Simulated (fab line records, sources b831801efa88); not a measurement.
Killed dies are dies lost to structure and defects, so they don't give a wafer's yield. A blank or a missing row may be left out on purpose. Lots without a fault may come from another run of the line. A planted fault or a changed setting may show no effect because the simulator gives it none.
fab line records | flow sky130
record lots=15 wafers=45 last_day=50
route steps=708 shown GATE_OXIDE@201 POLY_GATE@228 LDD_N@253 LDD_P@262
lots that met no fault: from a run of the same line without faults
start_h: hours from the record's first day to the start of the lot's first wafer shown | wait_h: hours since the lot's step before | " the same as in the row above | L1.1+2: a row that stands for several wafers | - no value, or no start given | * or withheld: withheld | < > ~ a bound
route shown NAME@n: a module of which the file shows steps, and the number in the route of the first | usual: mean/standard deviation of fault-free wafers | same: alike in all rows | chamber/n: place in a boat | sites: the reading at each site | _std_site: their standard deviation | _edge_site: outer sites' mean less inner sites' | radius_mm: how far each site lies from the wafer's centre | mask NAME#n: copy n | behind: the tool/chamber that last shaped the wafer | hold: why the lot was held/for how many hours/how that ended | device: the transistor (n, p or np) that didn't switch | end of line: the same wafers' tests at the end of the route | a step without rows: its recipe alone | killed: dies lost to structure and defects at the first sort, not the wafer's yield | map: a wafer's dies, x killed, . not, _ none there
set.NAME: the setting as run; set.NAME@STEP: as run at that earlier step | model.NAME: the simulator's own value behind a step, which no gauge read
steps of the route over a sample of lots; a table a step, a row a wafer
services: from which hour (start_h, from the record's first day; less than 0 if before it) a tool's chamber was out of use, for how many hours, and why
## steps
# step SKY_GATE_OXIDE_TW_MEAS_14
# usual GATE_OXIDE_TW=224.8/1.7
# columns lot.wafer tool chamber start_h wait_h GATE_OXIDE_TW
L944.2 film_metro-04 - 324.88 0.1 225.3
L944.3 " - " " 225.6
L944.4 " - " " 224.3
L945.2 film_metro-03 - 332.87 0.1 225.2
L945.4 " - " " 225.7
L945.5 " - " " 223.6
L946.1 film_metro-02 - 337.71 0.1 222.4
L946.3 " - " " 223.7
L946.5 " - " " 223.1
L949.1 film_metro-03 - 370.08 0.1 225.6
L949.3 " - " " 224.0
L949.4 " - " " 224.8
L950.2 film_metro-02 - 384.03 0.1 222.4
L950.4 " - " " 221.8
L950.5 " - " " 223.2
L951.1 film_metro-02 - 387.66 0.1 225.0
L951.2 " - " " 223.5
L951.6 " - " " 222.4
L957.2 film_metro-04 - 443.87 0.1 227.0
L957.3 " - " " 227.6
L957.5 " - " " 227.0
L958.1 film_metro-04 - 451.97 0.1 226.6
L958.2 " - " " 226.7
L958.5 " - " " 227.4
L959.1 film_metro-03 - 452.11 0.1 225.5
L959.2 " - " " 224.0
L959.5 " - " " 225.9
L960.1 film_metro-02 - 468.01 0.1 223.8
L960.4 " - " " 224.1
L960.6 " - " " 224.3
L961.1 film_metro-04 - 478.32 0.1 227.1
L961.2 " - " " 226.6
L961.3 " - " " 225.2
L962.1 film_metro-03 - 478.46 0.1 225.7
L962.2 " - " " 224.6
L962.6 " - " " 225.9
L963.1 film_metro-02 - 498.41 0.1 223.1
L963.2 " - " " 223.0
L963.6 " - " " 221.9
L964.1 film_metro-02 - 514.61 0.1 223.3
L964.3 " - " " 221.7
L964.5 " - " " 222.9
L965.3 film_metro-02 - 515.88 0.1 222.6
L965.4 " - " " 223.0
L965.5 " - " " 223.6
# step SKY_POLY_GATE_OVL_MEAS_14
# usual POLY_GATE_OVL=-3/5.3
# columns lot.wafer tool chamber start_h wait_h POLY_GATE_OVL[nm]
L944.2 overlay-01 - 386.80 0.1 -6
L944.3 " - " " -5
L944.4 " - " " -7
L945.2 overlay-01 - 396.57 0.1 3
L945.4 " - " " 7
L945.5 " - " " -11
L946.1 overlay-02 - 400.33 0.1 11
L946.3 " - " " 7
L946.5 " - " " 5
L949.1 overlay-01 - 438.99 0.1 -7
L949.3 " - " " -9
L949.4 " - " " -7
L951.1 overlay-02 - 455.08 0.1 0
L951.2 " - " " 1
L951.6 " - " " -2
L950.2 overlay-01 - 455.25 0.1 -6
L950.4 " - " " -10
L950.5 " - " " 2
L957.2 overlay-02 - 509.10 0.1 0
L957.3 " - " " -2
L957.5 " - " " 2
L958.1 overlay-02 - 516.84 0.1 8
L958.2 " - " " -4
L958.5 " - " " 6
L959.1 overlay-01 - 518.44 0.1 7
L959.2 " - " " -6
L959.5 " - " " 4
L960.1 overlay-02 - 531.64 0.1 4
L960.4 " - " " -11
L960.6 " - " " -4
L961.1 overlay-02 - 542.54 0.1 -1
L961.2 " - " " -2
L961.3 " - " " -9
L962.1 overlay-01 - 546.24 0.1 -8
L962.2 " - " " 4
L962.6 " - " " -1
L963.1 overlay-02 - 563.24 0.1 -12
L963.2 " - " " -11
L963.6 " - " " -8
L964.1 overlay-02 - 579.44 0.1 -1
L964.3 " - " " 5
L964.5 " - " " 5
L965.3 overlay-02 - 580.99 0.1 -1
L965.4 " - " " -1
L965.5 " - " " -1
# step SKY_LDD_N_STRIP_16
# recipe chemistry=O2/N2 power_w=1400 pressure_mtorr=1500 platen_temp_c=withheld o2_flow_sccm=3000 n2_flow_sccm=300 overash_fraction=0.5
# usual chamber_pressure_mTorr=1500.1/1.4 drypump_motor_current_A=5.9/0.44 oes_product_au=0.406/0.0042 overash_fraction=0.5/0 strip_time_to_endpoint_s=4.314/0.014
# columns lot.wafer tool chamber start_h wait_h chamber_pressure_mTorr drypump_motor_current_A oes_product_au overash_fraction rf_hours_counter_h strip_time_to_endpoint_s
L944.2 plasma_asher-03 1 420.10 0.1 1497.3 6.5 0.408 0.5 29 4.310
L944.3 " 0 " " 1501.7 5.8 0.409 0.5 - 4.317
L944.4 " 1 " " 1500.7 6.5 0.410 0.5 - 4.328
L945.2 plasma_asher-01 1 430.96 0.1 1500.8 5.2 0.411 0.5 0 4.314
L945.4 " 0 " " 1501.8 5.2 0.406 0.5 - 4.295
L945.5 " 1 " " 1500.8 5.2 0.401 0.5 - 4.295
L946.1 plasma_asher-04 0 434.11 0.1 1500.2 6.1 0.413 0.5 72 4.334
L946.3 " 0 " " 1499.3 6.1 0.406 0.5 - 4.319
L946.5 " 1 " " 1500.7 6.1 0.404 0.5 - 4.335
L949.1 plasma_asher-04 1 473.36 0.1 - - - - - -
L949.3 " 0 " " - - - - - -
L949.4 " 1 " " - - - - - -
L951.1 plasma_asher-04 1 488.66 0.1 - - - - - -
L951.2 " 0 " " - - - - - -
L951.6 " 0 " " - - - - - -
L950.2 plasma_asher-01 1 489.52 0.1 - - - - - -
L950.4 " 1 " " - - - - - -
L950.5 " 0 " " - - - - - -
L957.2 plasma_asher-03 1 541.41 0.1 1500.7 6.5 0.404 0.5 43 4.315
L957.3 " 1 " " 1500.8 6.5 0.398 0.5 - 4.317
L957.5 " 0 " " 1499.9 5.9 0.408 0.5 - 4.318
L958.1 plasma_asher-04 1 549.26 0.1 1500.7 6.1 0.409 0.5 79 4.300
L958.2 " 0 " " 1501.0 6.1 0.406 0.5 79 4.335
L958.5 " 1 " " 1499.8 6.1 0.400 0.5 - 4.297
L959.1 plasma_asher-03 1 551.75 0.1 1500.6 6.5 0.408 0.5 44 4.297
L959.2 " 0 " " 1502.5 5.9 0.407 0.5 44 4.315
L959.5 " 1 " " 1500.8 6.5 0.400 0.5 - 4.301
L960.1 plasma_asher-01 1 563.91 0.1 1500.0 5.2 0.399 0.5 15 4.292
L960.4 " 1 " " 1501.4 5.2 0.402 0.5 - 4.311
L960.6 " 0 " " 1501.1 5.2 0.407 0.5 - 4.317
L961.1 plasma_asher-04 0 575.41 0.1 1500.6 6.0 0.406 0.5 82 4.318
L961.2 " 1 " " 1500.8 6.0 0.402 0.5 82 4.302
L961.3 " 0 " " 1500.0 6.0 0.409 0.5 - 4.326
L962.1 plasma_asher-04 0 579.15 0.1 1503.8 6.1 0.402 0.5 82 4.322
L962.2 " 1 " " 1501.4 6.1 0.405 0.5 82 4.330
L962.6 " 1 " " 1501.0 6.0 0.410 0.5 - 4.322
L963.1 plasma_asher-01 1 594.96 0.1 1499.8 5.2 0.402 0.5 18 4.342
L963.2 " 0 " " 1500.1 5.2 0.407 0.5 18 4.324
L963.6 " 1 " " 1497.6 5.2 0.406 0.5 - 4.343
L964.1 plasma_asher-04 1 611.91 0.1 1500.3 6.1 0.408 0.5 86 4.312
L964.3 " 0 " " 1501.0 6.1 0.407 0.5 - 4.314
L964.5 " 1 " " 1498.5 6.0 0.408 0.5 - 4.325
L965.3 plasma_asher-01 0 613.13 0.1 1498.3 5.2 0.408 0.5 - 4.324
L965.4 " 1 " " 1498.7 5.2 0.406 0.5 - 4.286
L965.5 " 0 " " 1499.0 5.2 0.407 0.5 - 4.313
# step SKY_LDD_P_CD_MEAS_07
# recipe target_cd_nm=380
# usual cd_nm=379.2/2.3
# columns lot.wafer tool chamber start_h wait_h cd_nm
L944.2 cd_sem-02 - 450.44 0.1 378.5
L944.3 " - " " 376.4
L944.4 " - " " 376.5
L945.2 cd_sem-01 - 461.10 0.1 380.6
L945.4 " - " " 378.3
L945.5 " - " " 381.0
L946.1 cd_sem-02 - 464.78 0.1 375.5
L946.3 " - " " 375.5
L946.5 " - " " 375.1
L949.1 cd_sem-01 - 503.87 0.1 382.5
L949.3 " - " " 383.3
L949.4 " - " " 384.2
L951.1 cd_sem-01 - 518.62 0.1 381.2
L951.2 " - " " 380.9
L951.6 " - " " 381.7
L950.2 cd_sem-02 - 519.85 0.1 376.3
L950.4 " - " " 376.8
L950.5 " - " " 375.9
L957.2 cd_sem-02 - 571.39 0.1 381.2
L957.3 " - " " 382.9
L957.5 " - " " 382.9
L958.1 cd_sem-01 - 578.37 0.1 379.1
L958.2 " - " " 377.2
L958.5 " - " " 376.3
L959.1 cd_sem-01 - 581.52 0.1 381.3
L959.2 " - " " 382.5
L959.5 " - " " 379.7
L960.1 cd_sem-02 - 592.97 0.1 379.9
L960.4 " - " " 379.2
L960.6 " - " " 380.1
L961.1 cd_sem-01 - 604.67 0.1 379.0
L961.2 " - " " 379.2
L961.3 " - " " 377.6
L962.1 cd_sem-01 - 608.37 0.1 380.4
L962.2 " - " " 380.1
L962.6 " - " " 382.3
L963.1 cd_sem-01 - 623.88 0.1 377.6
L963.2 " - " " 377.8
L963.6 " - " " 376.8
L964.1 cd_sem-02 - 640.57 0.1 381.9
L964.3 " - " " 380.7
L964.5 " - " " 378.2
L965.3 cd_sem-01 - 641.81 0.1 376.8
L965.4 " - " " 376.2
L965.5 " - " " 376.6
# step SKY_LDD_P_STRIP_10
# recipe chemistry=O2/N2 power_w=1400 pressure_mtorr=1500 platen_temp_c=withheld o2_flow_sccm=3000 n2_flow_sccm=300 overash_fraction=0.5
# usual chamber_pressure_mTorr=1499.9/1.3 drypump_motor_current_A=6.0/0.33 oes_product_au=0.716/0.005 strip_time_to_endpoint_s=14.16/0.041
# same overash_fraction=0.5
# columns lot.wafer tool chamber start_h wait_h chamber_pressure_mTorr drypump_motor_current_A oes_product_au rf_hours_counter_h strip_time_to_endpoint_s
L944.2 plasma_asher-02 1 450.73 0.1 1498.4 5.4 0.714 62 14.20
L944.3 " 1 " " 1499.4 5.4 0.714 - 14.24
L944.4 " 0 " " 1500.3 5.8 0.715 - 14.17
L945.2 plasma_asher-03 0 461.39 0.1 1502.5 5.9 0.710 34 14.15
L945.4 " 0 " " 1500.9 5.9 0.721 - 14.16
L945.5 " 0 " " 1501.9 5.9 0.711 - 14.17
L946.1 plasma_asher-04 1 465.09 0.1 1501.5 6.0 0.723 74 14.20
L946.3 " 1 " " 1500.3 6.1 0.712 - 14.20
L946.5 " 1 " " 1499.0 6.0 0.722 - 14.22
L949.1 plasma_asher-02 1 504.18 0.1 1500.5 5.5 0.724 68 18.68
L949.3 " 1 " " 1499.9 5.5 0.722 - 18.72
L949.4 " 0 " " 1500.3 5.9 0.718 - 18.71
L951.1 plasma_asher-03 0 518.93 0.1 1500.0 5.9 0.711 41 18.73
L951.2 " 1 " " 1499.5 6.5 0.718 41 18.72
L951.6 " 0 " " 1500.8 5.9 0.720 - 18.77
L950.2 plasma_asher-03 1 520.14 0.1 1500.0 6.5 0.717 41 18.67
L950.4 " 0 " " 1499.6 5.9 0.717 - 18.61
L950.5 " 1 " " 1500.6 6.5 0.719 - 18.68
L957.2 plasma_asher-04 0 571.68 0.1 1500.8 6.1 0.714 82 14.18
L957.3 " 1 " " 1498.9 6.1 0.716 - 14.17
L957.5 " 0 " " 1500.5 6.1 0.723 - 14.16
L958.1 plasma_asher-04 1 578.68 0.1 1500.6 6.1 0.724 82 14.19
L958.2 " 0 " " 1498.9 6.0 0.712 82 14.25
L958.5 " 0 " " 1500.5 6.1 0.715 - 14.15
L959.1 plasma_asher-04 1 581.83 0.1 1499.2 6.0 0.716 83 14.17
L959.2 " 0 " " 1501.3 6.1 0.720 83 14.15
L959.5 " 1 " " 1499.5 6.1 0.713 - 14.18
L960.1 plasma_asher-03 1 593.28 0.1 1499.6 6.5 0.721 48 14.15
L960.4 " 1 " " 1499.8 6.5 0.728 - 14.14
L960.6 " 1 " " 1499.3 6.5 0.715 - 14.16
L961.1 plasma_asher-02 0 604.98 0.1 1499.3 5.9 0.714 78 14.13
L961.2 " 1 " " 1498.7 5.5 0.714 78 14.11
L961.3 " 0 " " 1498.3 5.8 0.726 - 14.11
L962.1 plasma_asher-03 1 608.68 0.1 1500.9 6.5 0.713 49 14.22
L962.2 " 0 " " 1498.9 5.9 0.715 49 14.19
L962.6 " 0 " " 1501.2 5.9 0.715 - 14.17
L963.1 plasma_asher-03 0 624.18 0.1 1499.5 5.9 0.717 51 14.19
L963.2 " 1 " " 1501.6 6.5 0.708 51 14.20
L963.6 " 0 " " 1502.8 5.9 0.718 - 14.21
L964.1 plasma_asher-04 0 640.88 0.1 1498.4 6.0 0.714 89 14.14
L964.3 " 0 " " 1500.0 6.1 0.718 - 14.09
L964.5 " 0 " " 1498.9 6.0 0.713 - 14.13
L965.3 plasma_asher-03 1 642.11 0.1 1499.4 6.5 0.719 - 14.15
L965.4 " 0 " " 1499.6 5.9 0.719 - 14.11
L965.5 " 1 " " 1499.9 6.5 0.715 - 14.15
# step SKY_LDD_P_TW_MEAS_11
# usual LDD_P_TW=639/6
# columns lot.wafer tool chamber start_h wait_h LDD_P_TW
L944.2 film_metro-03 - 450.84 0.1 643
L944.3 " - " " 640
L944.4 " - " " 638
L945.2 film_metro-02 - 461.50 0.1 635
L945.4 " - " " 636
L945.5 " - " " 634
L946.1 film_metro-04 - 465.19 0.1 643
L946.3 " - " " 640
L946.5 " - " " 642
L949.1 film_metro-04 - 504.28 0.1 30
L949.3 " - " " 30
L949.4 " - " " 30
L951.1 film_metro-04 - 519.03 0.1 30
L951.2 " - " " 30
L951.6 " - " " 30
L950.2 film_metro-04 - 520.25 0.1 30
L950.4 " - " " 30
L950.5 " - " " 30
L957.2 film_metro-02 - 571.79 0.1 627
L957.3 " - " " 628
L957.5 " - " " 629
L958.1 film_metro-03 - 578.78 0.1 641
L958.2 " - " " 643
L958.5 " - " " 642
L959.1 film_metro-04 - 581.93 0.1 643
L959.2 " - " " 645
L959.5 " - " " 647
L960.1 film_metro-03 - 593.38 0.1 642
L960.4 " - " " 643
L960.6 " - " " 643
L961.1 film_metro-03 - 605.08 0.1 642
L961.2 " - " " 641
L961.3 " - " " 644
L962.1 film_metro-02 - 608.78 0.1 629
L962.2 " - " " 634
L962.6 " - " " 629
L963.1 film_metro-03 - 624.28 0.1 647
L963.2 " - " " 646
L963.6 " - " " 651
L964.1 film_metro-03 - 640.98 0.1 649
L964.3 " - " " 650
L964.5 " - " " 651
L965.3 film_metro-03 - 642.20 0.1 649
L965.4 " - " " 650
L965.5 " - " " 647
## services
# columns tool chamber start_h hours kind
plasma_asher-03 - 405.95 3.6 repair
plasma_asher-01 - 421.25 9.0 pm
plasma_asher-01 0 421.25 9.0 vent_cycle
plasma_asher-01 1 421.25 9.0 vent_cycle
plasma_asher-01 0 430.25 - clean
plasma_asher-01 1 430.25 - clean
plasma_asher-04 - 436.79 7.9 repair
plasma_asher-04 - 478.81 6.4 repair
plasma_asher-04 - 493.44 28.1 pm
plasma_asher-01 - 565.73 2.4 repair
plasma_asher-03 - 584.37 3.5 repair
plasma_asher-02 - 599.76 0.6 repair
plasma_asher-02 - 617.27 24.5 repair
## key
first_sign step=SKY_LDD_N_STRIP_16 reading=tool_record direction=missing
effect step=SKY_LDD_P_STRIP_10 reading=strip_time_to_endpoint_s direction=up sigmas=99+ usual=* struck=*
effect step=SKY_LDD_P_TW_MEAS_11 reading=LDD_P_TW direction=down sigmas=99+ usual=639 struck=30
met_at SKY_LDD_N_STRIP_16
struck_lots L949,L950,L951
sort_left_out L949.1,L949.3,L949.4,L950.2,L950.4,L950.5,L951.1,L951.2,L951.6
tester_left_out L949,L950,L951
not_acting_at SKY_GATE_OXIDE_TW_MEAS_14,SKY_POLY_GATE_OVL_MEAS_14,SKY_LDD_P_CD_MEAS_07
onset_between 434.11 473.36
fault kind=skipped_step_whole tool=plasma_asher-01,plasma_asher-04 chamber=- onset_h=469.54 steps=SKY_LDD_N_STRIP_16 scope=struck_lots_only
# tester_left_out: of these lots the tester's yield and bins aren't shown, on N5 and GAA mostly nor the transistor test; their killed dies are dies lost to structure and defects alone, not to doping, threshold or leakage, so they don't give the yield
# sort_left_out: the simulated sort isn't trusted on such a fault, so these wafers' sort isn't shown, and their yield isn't known
